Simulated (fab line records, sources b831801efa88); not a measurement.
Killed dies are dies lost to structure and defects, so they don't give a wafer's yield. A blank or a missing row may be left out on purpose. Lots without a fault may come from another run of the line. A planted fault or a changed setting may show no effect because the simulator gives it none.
fab line records | flow sfq_line
record lots=6 wafers=18 last_day=84
route steps=325 shown I1@77 M2@88 I2@103 M3@118 M8@325
lots that met no fault: from a run of the same line without faults
start_h: hours from the record's first day to the start of the lot's first wafer shown | wait_h: hours since the lot's step before | " the same as in the row above | L1.1+2: a row that stands for several wafers | - no value, or no start given | * or withheld: withheld | < > ~ a bound
route shown NAME@n: a module of which the file shows steps, and the number in the route of the first | usual: mean/standard deviation of fault-free wafers | same: alike in all rows | chamber/n: place in a boat | sites: the reading at each site | _std_site: their standard deviation | _edge_site: outer sites' mean less inner sites' | radius_mm: how far each site lies from the wafer's centre | mask NAME#n: copy n | behind: the tool/chamber that last shaped the wafer | hold: why the lot was held/for how many hours/how that ended | device: the transistor (n, p or np) that didn't switch | end of line: the same wafers' tests at the end of the route | a step without rows: its recipe alone | killed: dies lost to structure and defects at the first sort, not the wafer's yield | map: a wafer's dies, x killed, . not, _ none there
set.NAME: the setting as run; set.NAME@STEP: as run at that earlier step | model.NAME: the simulator's own value behind a step, which no gauge read
lots at some steps of the route; a table a step, a row a wafer
services: from which hour (start_h, from the record's first day; less than 0 if before it) a tool's chamber was out of use, for how many hours, and why
## steps
# step SFQ_TRILAYER_I1_VIA_LITHO_COAT_054
# recipe resist=BARC spin_rpm=3000 resist_thk_nm=62
# step SFQ_TRILAYER_I1_VIA_LITHO_COAT_049
# recipe resist=KrF spin_rpm=3000 resist_thk_nm=650
# step SFQ_TRILAYER_I1_VIA_LITHO_SOFTBAKE_053
# recipe temp_c=withheld time_s=withheld resist=KrF
# step SFQ_TRILAYER_I1_VIA_LITHO_EXPOSE_050
# recipe mask_id=I1 na=0.6 source_shape=conventional sigma_outer=0.65 target_cd_nm=500 dose_mj=21.3
# step SFQ_TRILAYER_I1_VIA_LITHO_PEB_052
# recipe peb_temp_c=115 peb_time_s=60 resist=KrF
# step SFQ_TRILAYER_I1_VIA_LITHO_DEVELOP_051
# recipe time_s=60 resist=KrF
# step SFQ_I1_OVL_MEAS_913
# usual I1_OVL=-1/6
# columns lot.wafer tool chamber start_h wait_h I1_OVL[nm]
L201.1 overlay-01 - 400.65 0.1 5
L201.2 " - " " -7
L201.3 " - " " -6
L202.1 overlay-02 - 403.05 0.1 3
L202.3 " - " " 2
L202.6 " - " " -9
L208.1 overlay-02 - 510.43 0.1 -13
L208.2 " - " " -6
L208.3 " - " " -10
L211.3 overlay-01 - 538.04 0.1 13
L211.5 " - " " 6
L211.6 " - " " 3
L216.1 overlay-01 - 571.63 0.1 -4
L216.2 " - " " -4
L216.3 " - " " 2
L218.1 overlay-01 - 578.83 0.1 7
L218.3 " - " " 8
L218.6 " - " " 2
# step SFQ_TRILAYER_I1_VIA_BARC_OPEN_VIA_ETCH_071
# recipe mask_material=PR chemistry=O2 target_depth_nm=125 target=BARC source_w=518 bias_w=80 pressure_mtorr=30 time_s=41.7
# usual chamber_pressure_mTorr=29.998/0.025 drypump_motor_current_A=5.6/0.37 oes_product_au=0.685/0.0044
# columns lot.wafer tool chamber start_h wait_h chamber_pressure_mTorr drypump_motor_current_A oes_product_au rf_hours_counter_h
L201.1 rie_diel-01 0 400.69 0.0 29.968 6.1 0.680 2
L201.2 " 2 " " 29.988 5.8 0.690 6
L201.3 " 3 " " 29.982 5.9 0.697 1
L202.1 rie_diel-02 1 403.09 0.0 30.012 5.7 0.688 1
L202.3 " 3 " " 29.990 5.4 0.691 2
L202.6 " 0 " " 29.971 5.5 0.687 -
L208.1 rie_diel-01 3 510.47 0.0 29.981 5.9 0.691 3
L208.2 " 1 " " 29.998 5.1 0.687 1
L208.3 " 0 " " 29.991 6.1 0.688 3
L211.3 rie_diel-02 3 538.07 0.0 29.966 5.4 0.678 4
L211.5 " 3 " " 30.050 5.3 0.697 -
L211.6 " 2 " " 30.029 5.0 0.686 -
L216.1 rie_diel-03 0 571.67 0.0 30.000 5.5 0.683 64
L216.2 " 2 " " 29.972 5.8 0.685 58
L216.3 " 1 " " 30.007 5.6 0.688 68
L218.1 rie_diel-02 0 578.87 0.0 30.028 5.5 0.688 0
L218.3 " 3 " " 30.011 5.4 0.694 5
L218.6 " 0 " " 30.007 5.5 0.686 -
# step SFQ_TRILAYER_I1_VIA_ETCH_VIA_ETCH_052
# recipe target=SiO2 stop_on=Nb mask_material=PR taper_deg=20 chemistry=CHF3 target_depth_nm=260 source_w=500 bias_w=80 pressure_mtorr=30 time_s=withheld
# usual chamber_pressure_mTorr=30.002/0.026 drypump_motor_current_A=5.6/0.37 oes_product_au=0.854/0.0051
# columns lot.wafer tool chamber start_h wait_h chamber_pressure_mTorr drypump_motor_current_A oes_product_au
L201.1 rie_diel-01 0 400.73 0.0 30.006 6.1 0.849
L201.2 " 2 " " 30.027 5.8 0.847
L201.3 " 3 " " 30.009 5.9 0.853
L202.1 rie_diel-02 1 403.13 0.0 29.969 5.6 0.849
L202.3 " 3 " " 30.004 5.4 0.849
L202.6 " 0 " " 30.033 5.5 0.852
L208.1 rie_diel-01 3 510.51 0.0 29.994 5.9 0.847
L208.2 " 1 " " 30.030 5.0 0.859
L208.3 " 0 " " 30.018 6.1 0.854
L211.3 rie_diel-02 3 538.11 0.0 30.008 5.4 0.861
L211.5 " 3 " " 29.951 5.3 0.850
L211.6 " 2 " " 30.034 4.9 0.855
L216.1 rie_diel-03 0 571.71 0.0 30.000 5.4 0.858
L216.2 " 2 " " 30.045 5.7 0.851
L216.3 " 1 " " 29.971 5.6 0.855
L218.1 rie_diel-02 0 578.91 0.0 29.974 5.5 0.856
L218.3 " 3 " " 29.984 5.4 0.856
L218.6 " 0 " " 30.029 5.5 0.847
# step SFQ_TRILAYER_I1_VIA_STRIP_STRIP_053
# recipe gas=O2 power_w=200 platen_temp_c=40 overash_fraction=0.65 chemistry=O2 pressure_mtorr=50
# usual chamber_pressure_mTorr=50.00/0.047 drypump_motor_current_A=5.61/0.28 oes_product_au=1.001/0.009
# columns lot.wafer tool chamber start_h wait_h chamber_pressure_mTorr drypump_motor_current_A oes_product_au rf_hours_counter_h
L201.1 rie_metal-03 1 400.84 - 49.91 5.27 1.002 93
L201.2 " 0 " " 50.06 5.49 1.014 156
L201.3 " 1 " " 49.89 5.32 1.007 -
L202.1 rie_metal-01 0 403.24 - 50.05 5.90 0.991 15
L202.3 " 0 " " 49.95 5.90 0.987 -
L202.6 " 1 " " 49.94 5.46 0.985 -
L208.1 rie_metal-03 1 510.62 - 49.98 5.30 1.000 113
L208.2 " 0 " " 50.01 5.53 1.013 6
L208.3 " 0 " " 50.02 5.50 1.003 -
L211.3 rie_metal-04 1 538.42 - 50.04 5.64 1.004 -
L211.5 " 0 " " 49.99 6.12 1.020 -
L211.6 " 1 " " 50.04 5.69 1.007 -
L216.1 rie_metal-01 1 571.82 - 50.05 5.47 0.996 15
L216.2 " 0 " " 50.02 5.92 0.990 42
L216.3 " 0 " " 49.96 5.93 0.996 -
L218.1 rie_metal-03 1 579.02 - 50.01 5.27 1.007 126
L218.3 " 0 " " 50.02 5.50 0.998 -
L218.6 " 1 " " 49.93 5.31 1.004 -
# step SFQ_TRILAYER_I1_VIA_STRIP_SOLV_CLEAN_054
# recipe chemistry=NMP temp_c=70 time_s=600
# step SFQ_TRILAYER_M2_DEP_PRE_CLEAN_056
# recipe gas=Ar time_s=22.5 bias_v=250
# step SFQ_TRILAYER_M2_DEP_SPUTTER_055
# recipe material=Nb base_pressure_pa=1.33e-06 chamber_pressure_pa=0.1333 substrate_temp_c=20 resputter_cathode_voltage_v=400 target_thk_nm=200 power_w=2000 time_s=133.3
# usual throttle_valve_pct=30.7/1.1
# columns lot.wafer tool chamber start_h wait_h throttle_valve_pct model.Nb_of_TRILAYER_M2_DEP_SPUTTER_055.thk_nm
L201.1 pvd_sputter-06 - 401.65 0.0 32.1 200.5
L201.2 " - " " 30.7 199.1
L201.3 " - " " 30.0 198.8
L202.1 pvd_sputter-04 - 404.05 0.0 33.1 199.8
L202.3 " - " " 30.4 199.7
L202.6 " - " " 30.2 200
L208.1 pvd_sputter-06 - 511.42 0.0 32.4 214.5
L208.2 " - " " 30.6 214.2
L208.3 " - " " 29.9 215.7
L211.3 pvd_sputter-06 - 539.02 0.0 30.8 211.8
L211.5 " - " " 30.1 214
L211.6 " - " " 29.0 213.8
L216.1 pvd_sputter-03 - 572.62 0.0 31.5 201.3
L216.2 " - " " 30.7 201
L216.3 " - " " 30.5 201.4
L218.1 pvd_sputter-03 - 579.84 0.0 31.6 199.2
L218.3 " - " " 29.8 197
L218.6 " - " " 30.0 197.5
# step SFQ_M2_RS_MEAS_914
# recipe thk_meas_gauge=four-point-probe reads=Nb_of_TRILAYER_M2_DEP_SPUTTER_055
# usual M2_NB_RS=0.890/0.0068
# columns lot.wafer tool chamber start_h wait_h hold M2_NB_RS[ohm/sq]
L201.1 film_metro-03 - 401.74 0.0 - 0.888
L201.2 " - " " - 0.896
L201.3 " - " " - 0.896
L202.1 film_metro-03 - 404.14 0.0 - 0.893
L202.3 " - " " - 0.891
L202.6 " - " " - 0.892
L208.1 film_metro-04 - 511.51 0.0 await_dispo/0.2h/release 0.830
L208.2 " - " " await_dispo/0.2h/release 0.832
L208.3 " - " " await_dispo/0.2h/release 0.825
L208.1 film_metro-04 - 511.80 0.3 - 0.829
L208.2 " - " " - 0.832
L208.3 " - " " - 0.826
L211.3 film_metro-02 - 539.15 0.1 await_dispo/0.2h/release 0.840
L211.5 " - " " await_dispo/0.2h/release 0.833
L211.6 " - " " await_dispo/0.2h/release 0.833
L211.3 film_metro-02 - 539.44 0.3 - 0.841
L211.5 " - " " - 0.830
L211.6 " - " " - 0.832
L216.1 film_metro-03 - 572.71 0.0 - 0.883
L216.2 " - " " - 0.885
L216.3 " - " " - 0.884
L218.1 film_metro-02 - 579.93 0.0 - 0.893
L218.3 " - " " - 0.905
L218.6 " - " " - 0.905
# step SFQ_TRILAYER_M2_LITHO_COAT_057
# recipe resist=KrF spin_rpm=3000 resist_thk_nm=600
# step SFQ_TRILAYER_M2_LITHO_SOFTBAKE_061
# recipe temp_c=withheld time_s=withheld resist=KrF
# step SFQ_TRILAYER_M2_LITHO_EXPOSE_058
# recipe mask_id=M2 na=0.6 source_shape=conventional sigma_outer=0.65 target_cd_nm=500 dose_mj=14.4
# step SFQ_TRILAYER_M2_LITHO_PEB_060
# recipe peb_temp_c=115 peb_time_s=60 resist=KrF
# step SFQ_TRILAYER_M2_LITHO_DEVELOP_059
# recipe time_s=60 resist=KrF
# step SFQ_M2_OVL_MEAS_916
# usual M2_OVL=-4/5.8
# columns lot.wafer tool chamber start_h wait_h M2_OVL[nm]
L201.1 overlay-02 - 497.19 0.1 3
L201.2 " - " " 1
L201.3 " - " " -2
L202.1 overlay-01 - 500.79 0.1 -12
L202.3 " - " " -12
L202.6 " - " " -13
L208.1 overlay-01 - 569.72 0.1 1
L208.2 " - " " -4
L208.3 " - " " -4
L211.3 overlay-01 - 590.88 0.1 4
L211.5 " - " " 1
L211.6 " - " " -9
L216.1 overlay-02 - 627.80 0.1 -2
L216.2 " - " " 2
L216.3 " - " " 0
L218.1 overlay-02 - 633.80 0.1 -1
L218.3 " - " " 1
L218.6 " - " " -3
# step SFQ_TRILAYER_M2_BARC_OPEN_METAL_ETCH_077
# recipe mask_material=PR chemistry=O2 target_depth_nm=125 target=BARC icp_w=616.4 bias_w=80 pressure_mtorr=10 time_s=41.7
# usual chamber_pressure_mTorr=10.000/0.0091 drypump_motor_current_A=5.7/0.42 oes_product_au=0.686/0.004
# columns lot.wafer tool chamber start_h wait_h chamber_pressure_mTorr drypump_motor_current_A oes_product_au rf_hours_counter_h
L201.1 rie_metal-04 0 497.23 0.0 10.012 6.1 0.689 78
L201.2 " 1 " " 9.980 5.7 0.680 43
L201.3 " 0 " " 9.993 6.1 0.694 -
L202.1 rie_metal-01 0 500.83 0.0 9.996 5.9 0.683 27
L202.3 " 1 " " 10.009 5.5 0.691 -
L202.6 " 1 " " 10.012 5.5 0.688 -
L208.1 rie_metal-02 0 569.75 0.0 9.993 4.7 0.684 62
L208.2 " 1 " " 9.994 5.4 0.681 44
L208.3 " 0 " " 9.986 4.7 0.685 -
L211.3 rie_metal-01 0 590.92 0.0 10.007 5.9 0.681 -
L211.5 " 0 " " 9.994 5.9 0.683 -
L211.6 " 1 " " 10.008 5.5 0.691 -
L216.1 rie_metal-04 1 627.84 0.0 10.008 5.6 0.681 69
L216.2 " 0 " " 9.994 6.1 0.687 104
L216.3 " 1 " " 9.998 5.7 0.680 -
L218.1 rie_metal-02 0 633.84 0.0 10.003 4.7 0.678 68
L218.3 " 0 " " 10.001 4.7 0.680 -
L218.6 " 1 " " 9.994 5.4 0.686 -
# step SFQ_TRILAYER_M2_ETCH_METAL_ETCH_060
# recipe target=Nb stop_on=SiO2 mask_material=PR chemistry=Cl2/Ar target_depth_nm=240 icp_w=600 bias_w=80 pressure_mtorr=10 time_s=120
# usual chamber_pressure_mTorr=10.000/0.0092 drypump_motor_current_A=5.7/0.42 oes_product_au=0.894/0.0059
# columns lot.wafer tool chamber start_h wait_h chamber_pressure_mTorr drypump_motor_current_A oes_product_au rf_hours_counter_h
L201.1 rie_metal-04 0 497.29 0.0 10.001 6.1 0.889 78
L201.2 " 1 " " 10.008 5.7 0.888 43
L201.3 " 0 " " 10.001 6.1 0.895 -
L202.1 rie_metal-01 0 500.89 0.0 9.998 5.9 0.890 27
L202.3 " 1 " " 9.999 5.5 0.896 -
L202.6 " 1 " " 10.000 5.5 0.897 -
L208.1 rie_metal-02 0 569.81 0.0 10.007 4.7 0.923 62
L208.2 " 1 " " 10.011 5.4 0.926 44
L208.3 " 0 " " 9.997 4.7 0.939 -
L211.3 rie_metal-01 0 591.00 0.1 9.991 5.9 0.919 -
L211.5 " 0 " " 9.999 5.9 0.934 -
L211.6 " 1 " " 10.002 5.5 0.938 -
L216.1 rie_metal-04 1 627.90 0.0 9.978 5.6 0.890 69
L216.2 " 0 " " 9.997 6.1 0.899 104
L216.3 " 1 " " 10.005 5.6 0.899 -
L218.1 rie_metal-02 0 633.90 0.0 9.989 4.7 0.892 68
L218.3 " 0 " " 10.009 4.7 0.890 -
L218.6 " 1 " " 9.980 5.4 0.891 -
# step SFQ_TRILAYER_M2_STRIP_STRIP_061
# recipe gas=O2 power_w=200 platen_temp_c=40 overash_fraction=0.65 chemistry=O2 pressure_mtorr=50
# step SFQ_TRILAYER_M2_STRIP_SOLV_CLEAN_062
# recipe chemistry=NMP temp_c=70 time_s=600
# step SFQ_TRILAYER_I2_DEP_PECVD_063
# recipe material=SiO2 temp_c=150 time_s=111.11 pressure_torr=2.4 rf_w=183.3 precursor=SiH4/N2O target_thk_nm=500
# usual heater_power_w=97/20 susceptor_temp_C=149.99/0.16 throttle_valve_pct=24.5/1.6
# columns lot.wafer tool chamber start_h wait_h heater_power_w susceptor_temp_C throttle_valve_pct
L201.1 pecvd-01 0 498.19 0.0 68 150.37 24.0
L201.2 " 1 " " 78 149.84 22.5
L201.3 " 2 " " 85 150.21 22.3
L202.1 pecvd-02 0 501.79 0.0 126 149.97 25.2
L202.3 " 1 " " 121 150.18 26.1
L202.6 " 0 " " 106 149.86 25.1
L208.1 pecvd-02 1 570.71 0.0 133 149.94 26.6
L208.2 " 2 " " 96 150.18 25.2
L208.3 " 0 " " 120 149.93 25.3
L211.3 pecvd-02 0 591.86 0.0 121 150.20 25.5
L211.5 " 0 " " 125 149.80 25.4
L211.6 " 2 " " 95 150.23 25.4
L216.1 pecvd-04 0 628.80 0.0 77 150.01 22.8
L216.2 " 2 " " 78 149.73 21.8
L216.3 " 1 " " 109 149.78 24.3
L218.1 pecvd-02 0 634.80 0.0 124 149.89 25.7
L218.3 " 1 " " 128 149.98 26.5
L218.6 " 0 " " 126 150.10 25.6
# step SFQ_TRILAYER_I2_CMP_CMP_064
# recipe material=SiO2 down_force_psi=3 platen_rpm=60 pad_velocity_m_s=0.94248
# step SFQ_I2_BOW_MEAS_917
# recipe mode=bow
# usual I2_BOW=4/9.9
# columns lot.wafer tool chamber start_h wait_h I2_BOW[um]
L201.1 film_metro-01 - 501.87 2.0 6
L201.2 " - " " -7
L201.3 " - " " -2
L202.1 film_metro-03 - 504.87 1.0 -3
L202.3 " - " " -5
L202.6 " - " " -9
L208.1 film_metro-03 - 582.76 2.0 1
L208.2 " - " " 3
L208.3 " - " " -3
L211.3 film_metro-01 - 600.79 2.5 15
L211.5 " - " " 11
L211.6 " - " " 26
L216.1 film_metro-02 - 636.75 1.0 2
L216.2 " - " " 9
L216.3 " - " " -5
L218.1 film_metro-01 - 644.68 1.5 9
L218.3 " - " " -1
L218.6 " - " " -3
# step SFQ_TRILAYER_I2_METRO_MEASURE_065
# step SFQ_TRILAYER_I2_VIA_LITHO_COAT_072
# recipe resist=BARC spin_rpm=3000 resist_thk_nm=62
# step SFQ_TRILAYER_I2_VIA_LITHO_COAT_067
# recipe resist=KrF spin_rpm=3000 resist_thk_nm=650
# step SFQ_TRILAYER_I2_VIA_LITHO_SOFTBAKE_071
# recipe temp_c=withheld time_s=withheld resist=KrF
# step SFQ_TRILAYER_I2_VIA_LITHO_EXPOSE_068
# recipe mask_id=I2 na=0.6 source_shape=conventional sigma_outer=0.65 target_cd_nm=500 dose_mj=21.3
# step SFQ_TRILAYER_I2_VIA_LITHO_PEB_070
# recipe peb_temp_c=115 peb_time_s=60 resist=KrF
# step SFQ_TRILAYER_I2_VIA_LITHO_DEVELOP_069
# recipe time_s=60 resist=KrF
# step SFQ_I2_OVL_MEAS_918
# usual I2_OVL=-3/6.3
# columns lot.wafer tool chamber start_h wait_h I2_OVL[nm]
L201.1 overlay-01 - 627.28 0.1 2
L201.2 " - " " 3
L201.3 " - " " -2
L202.1 overlay-01 - 630.88 0.1 -5
L202.3 " - " " -8
L202.6 " - " " -2
L208.1 overlay-02 - 705.18 0.1 -11
L208.2 " - " " -8
L208.3 " - " " -7
L211.3 overlay-01 - 722.74 0.1 -4
L211.5 " - " " -8
L211.6 " - " " 3
L216.1 overlay-01 - 758.73 0.1 -3
L216.2 " - " " -1
L216.3 " - " " 1
L218.1 overlay-01 - 769.08 0.1 0
L218.3 " - " " 3
L218.6 " - " " -4
# step SFQ_TRILAYER_I2_VIA_BARC_OPEN_VIA_ETCH_096
# recipe mask_material=PR chemistry=O2 target_depth_nm=125 target=BARC source_w=500 bias_w=80 pressure_mtorr=30 time_s=41.7
# step SFQ_TRILAYER_I2_VIA_ETCH_VIA_ETCH_070
# recipe target=SiO2 stop_on=Nb mask_material=PR taper_deg=20 chemistry=CHF3 target_depth_nm=260 source_w=500 bias_w=78.43 pressure_mtorr=30 time_s=withheld
# step SFQ_TRILAYER_I2_VIA_STRIP_STRIP_071
# recipe gas=O2 power_w=200 platen_temp_c=40 overash_fraction=0.65 chemistry=O2 pressure_mtorr=50
# step SFQ_TRILAYER_I2_VIA_STRIP_SOLV_CLEAN_072
# recipe chemistry=NMP temp_c=70 time_s=600
# step SFQ_TRILAYER_M3_DEP_PRE_CLEAN_074
# recipe gas=Ar time_s=22.5 bias_v=250
# step SFQ_M8_BOW_MEAS_951
# recipe mode=bow
# usual M8_BOW=9/12
# columns lot.wafer tool chamber start_h wait_h M8_BOW[um] model.etest.m2.ohm_um model.etest.i1.link_ohm model.etest.m2.ohm_sq model.etest.i2.link_ohm
L201.1 film_metro-02 - 1795.47 0.0 2 1.761 1.964 0.8878 1.993
L201.2 " - " " -12 1.786 1.98 0.8944 1.994
L201.3 " - " " -8 1.783 1.976 0.8954 1.997
L202.1 film_metro-02 - 1797.84 0.0 3 1.784 1.965 0.8912 1.979
L202.3 " - " " 1 1.771 1.964 0.8915 1.973
L202.6 " - " " -2 1.774 1.967 0.8902 1.978
L208.1 film_metro-02 - 1846.40 0.0 12 1.666 1.9 0.8301 1.901
L208.2 " - " " 14 1.667 1.891 0.8312 1.915
L208.3 " - " " 8 1.657 1.885 0.8253 1.901
L211.3 film_metro-01 - 1864.45 0.0 22 1.683 1.907 0.8407 1.932
L211.5 " - " " 17 1.663 1.895 0.8319 1.921
L211.6 " - " " 34 1.666 1.898 0.8327 1.921
L216.1 film_metro-01 - 1939.89 0.0 16 1.765 1.945 0.8846 1.958
L216.2 " - " " 22 1.761 1.955 0.886 1.955
L216.3 " - " " 8 1.76 1.955 0.8841 1.954
L218.1 film_metro-03 - 2011.86 0.0 27 1.788 1.971 0.8936 1.966
L218.3 " - " " 17 1.808 1.988 0.9038 1.982
L218.6 " - " " 14 1.802 1.978 0.9015 1.967
## services
# columns tool chamber start_h hours kind
rie_diel-01 1 382.06 14.0 repair
rie_diel-01 3 382.53 10.4 repair
rie_diel-02 2 384.43 3.3 repair
rie_diel-02 2 394.27 2.1 repair
rie_diel-01 3 395.94 2.5 repair
rie_metal-01 - 415.52 14.6 pm
rie_diel-02 2 422.15 19.1 repair
rie_diel-02 3 423.03 14.1 repair
rie_metal-02 - 428.97 1.4 pm
rie_diel-02 1 429.88 3.6 repair
rie_diel-01 3 471.38 4.2 repair
rie_metal-02 - 473.13 0.7 repair
pecvd-02 0 473.56 7.9 repair
rie_metal-02 1 488.01 18.6 repair
rie_diel-02 0 496.11 13.0 repair
rie_metal-02 1 508.26 26.4 repair
rie_metal-01 1 511.03 7.9 repair
pecvd-02 - 516.53 1.0 repair
rie_metal-04 - 552.34 2.8 pm
rie_diel-01 - 565.59 1.1 repair
rie_metal-02 - 582.54 28.1 pm
pecvd-02 0 598.71 23.1 repair
rie_metal-01 1 602.00 9.6 repair
rie_metal-01 1 622.33 3.8 repair
## key
first_sign step=SFQ_M2_RS_MEAS_914 reading=visit direction=added
effect step=SFQ_M2_RS_MEAS_914 reading=M2_NB_RS direction=down sigmas=8.5 usual=0.890 struck=0.832
effect step=SFQ_TRILAYER_M2_ETCH_METAL_ETCH_060 reading=oes_product_au direction=up sigmas=6 usual=0.894 struck=0.930
model_effect step=SFQ_TRILAYER_M2_DEP_SPUTTER_055 value=Nb_of_TRILAYER_M2_DEP_SPUTTER_055.thk_nm without=200.3 struck=214
model_effect step=SFQ_M8_BOW_MEAS_951 value=etest.m2.ohm_um without=1.781 struck=1.667
met_at SFQ_TRILAYER_M2_DEP_SPUTTER_055
struck_wafers L208.1,L208.2,L208.3,L211.3,L211.5,L211.6
onset_between 401.65 511.42
fault kind=process_parameter_drift tool=pvd_sputter-06 chamber=- onset_h=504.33 steps=SFQ_TRILAYER_M2_DEP_SPUTTER_055 channel=target_thk_nm offset=13.723 shape=step end_h=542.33 acts_in=these_recipes_only stated=200
